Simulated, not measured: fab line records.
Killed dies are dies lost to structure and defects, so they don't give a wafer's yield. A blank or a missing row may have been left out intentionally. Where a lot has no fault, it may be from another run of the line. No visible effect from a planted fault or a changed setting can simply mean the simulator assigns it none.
The tool behind it: which one? :: flow sky130 :: 11 lots, 32 wafers sampled, at 1 step of a route of 708

## WHAT THE GAUGES READ, wafer by wafer
SKY_LI_CONTACT_CD_MEAS_12 targets a cd of 170 nm. Usual: cd-nm 169.6 nm, standard deviation 1.3.
lot: L209
measured: day 29 00:25
on: cd-sem-01
cd-nm (nm): 169.4 168.0 169.1
flag: 

lot: L211
measured: day 29 19:05
on: cd-sem-02
cd-nm (nm): 168.2 167.8 167.2
flag: 

lot: L215
measured: day 31 15:30
on: cd-sem-01
cd-nm (nm): 169.0 168.7 168.4
flag: 

lot: L222
measured: day 33 23:06
on: cd-sem-02
cd-nm (nm): 170.2 168.4
flag: 

lot: L224
measured: day 34 08:00
on: cd-sem-01
cd-nm (nm): 169.5 171.1 170.8
flag: 

lot: L225
measured: day 34 11:08
on: cd-sem-02
cd-nm (nm): 168.0 168.5 168.2
flag: 

lot: L226
measured: day 35 06:40
on: cd-sem-02
cd-nm (nm): 169.3 168.6 168.9
flag: 

lot: L229
measured: day 36 10:06
on: cd-sem-01
cd-nm (nm): 169.9 172.1 168.9
flag: 

lot: L231
measured: day 36 12:27
on: cd-sem-02
cd-nm (nm): 168.5 167.5 167.2
flag: 

lot: L230
measured: day 36 13:41
on: cd-sem-02
cd-nm (nm): 170.5 170.6 170.6
flag: 

lot: L232
measured: day 36 16:39
on: cd-sem-01
cd-nm (nm): 166.6 168.0 167.8
flag: 

## WHAT TOOL EACH LOT RAN ON (gives the tool, then ch and the chambers of the sampled wafers, and finally the start)
There is no process step in the record ahead of these readings.

## AS READ BY THE TOOLS THEMSELVES (means over the sampled wafers that have a number; for cases with no such wafer, the mark the record gives instead)
The record holds no such reading with a usual standard deviation.

## THE ANSWER, worked out from the rows above alone
Rule: a lot is off if the mean of its wafers that have a number lies more than 3 standard deviations from the usual mean. A lot without any number at a reading at which 4 lots or more have one is off too. Any other lot the step has rows for is counted as sound. First the gauges in route order, then the tools' own readings, where a lot's mean is used as printed above. The first step at which some lot is off is used, and at that step the reading that is off furthest; a lot without a number counts as furthest.
None of the lots is off at any reading shown; this tells nothing.

## WHAT THE SIMULATOR HAD INSERTED
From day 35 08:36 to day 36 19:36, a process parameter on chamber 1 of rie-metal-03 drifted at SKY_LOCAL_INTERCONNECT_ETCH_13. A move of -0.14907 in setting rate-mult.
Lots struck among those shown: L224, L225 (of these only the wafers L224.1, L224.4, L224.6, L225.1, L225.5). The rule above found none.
